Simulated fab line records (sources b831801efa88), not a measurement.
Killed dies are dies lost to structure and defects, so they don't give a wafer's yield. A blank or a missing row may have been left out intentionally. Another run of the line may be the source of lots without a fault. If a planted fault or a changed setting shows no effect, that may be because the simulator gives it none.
Struck lot and sound lot, side by side    flow gf180mcu    17 out of 602 route steps
Sound: wafers L816.2, L816.4, L816.6. Struck: wafers L835.2, L835.3, L835.5. The cause is named last.
For every step that has rows: the tool of each side, followed by ch and its chambers, followed by its first start. Under that, the readings that differ: sound wafers    struck wafers    difference of the means    sigmas: that difference in standard deviations of wafers without a fault.
alike: readings with means less than 2 such deviations apart, plus words and numbers identical on both sides. not compared: withheld readings, readings lacking a value on some wafer, bounds such as >300 that could conceal the same value, and numbers that have no deviation in the record and whose values overlap.
Wherever a step has rows on one side only, a row that says differs or no value, or a row with sigmas, the two part there. Non-overlapping numbers with no deviation appear without sigmas and do not part them. Lack of a reading on every wafer of one side parts them only where that side has two or more wafers.

first, 4 steps without rows for these wafers: GF_M2_HMDS_08 (prime time 60 s); GF_M2_COAT_09 (resist thk 1000 nm); GF_M2_SOFTBAKE_10 (time 60 s); GF_M2_EXPOSE_11 (exposes mask Metal2, target cd 280 nm).
GF_M2_PEB_12: peb time 92.16 s.
  sound on litho_track-04 ch 0; struck on litho_track-04 ch 0
  alike: plate_sensor_t_centre_C, plate_sensor_t_edge_C, resist_line_temp_C
then, 1 step without rows for these wafers: GF_M2_DEVELOP_13 (develop time 60 s).
GF_M2_CD_MEAS_14: target cd 280 nm.
  sound on cd_sem-02 at day 19 03:06; struck on cd_sem-01 at day 26 01:02
  alike: cd_nm
GF_M2_OVL_MEAS_15:
  sound on overlay-01 at day 19 03:12; struck on overlay-01 at day 26 01:09
reading      sound    struck   difference  sigmas
M2_OVL (nm)  14 7 16  3 -5 -5  -15         -3
GF_M2_METAL_ETCH_16: etches the open film in Cl2/BCl3, stops on SiO2, target depth 627.5 nm, time 104.6 s.
  sound on rie_metal-01 ch 1, day 19 03:16; struck on rie_metal-02 ch 1, day 26 01:11
  alike: drypump_motor_current_A, oes_product_au, throttle_valve_pct
  not compared: rf_hours_counter_h
GF_M2_STRIP_17: strips in O2/N2.
  sound on plasma_asher-02 ch 0, day 19 03:28; struck on plasma_asher-03 ch 0, day 26 01:17
  alike: drypump_motor_current_A, heater_power_w, oes_product_au, platen_temp_c, strip_time_to_endpoint_s
  not compared: rf_hours_counter_h
then, 2 steps without rows for these wafers: GF_M2_STRIP_18 (strips in post etch residue remover, time 1200 s); GF_M2_CLEAN_19 (cleans in DIW).
GF_V2_CVD_00: deposits SiO2, target thk 600 nm, time 100 s.
  sound on hdpcvd-01 ch 1,2, day 19 04:03; struck on hdpcvd-01 ch 0,1, day 26 01:50
  no value came back on the struck wafers for pressure_mtorr (mTorr), run_length_s (s), sih4_flow_sccm (sccm), time_s (s); on the sound wafers pressure_mtorr (mTorr) reads 5.979 5.985 5.994
GF_V2_CVD_02: deposits SiO2 from TEOS, target thk 850 nm, time 94.851 s.
  sound on pecvd-01 ch 1,2, day 19 04:11; struck on pecvd-01 ch 0,2, day 26 01:58
  alike: heater_power_outer_w, heater_power_w
GF_V2_CMP_04: polishes SiO2.
  sound on cmp-02 ch 0,1,2, day 19 04:25; struck on cmp-01 ch 1,2,3, day 26 02:11
  alike: motor_current_A
GF_V2_BOW_MEAS_05:
  sound on film_metro-04 at day 19 04:38; struck on film_metro-04 at day 26 02:25
  alike: V2_BOW
then, 1 step without rows for these wafers: GF_V2_DEHYDRATE_06 (time 60 s).

WHERE THEY PART
Last at GF_V2_CVD_00 as far as this record goes, first at GF_M2_OVL_MEAS_15. Later steps at which nothing parts them and some readings are alike: GF_V2_CVD_02, GF_V2_CMP_04, GF_V2_BOW_MEAS_05.

WHY: whatever the simulator had introduced
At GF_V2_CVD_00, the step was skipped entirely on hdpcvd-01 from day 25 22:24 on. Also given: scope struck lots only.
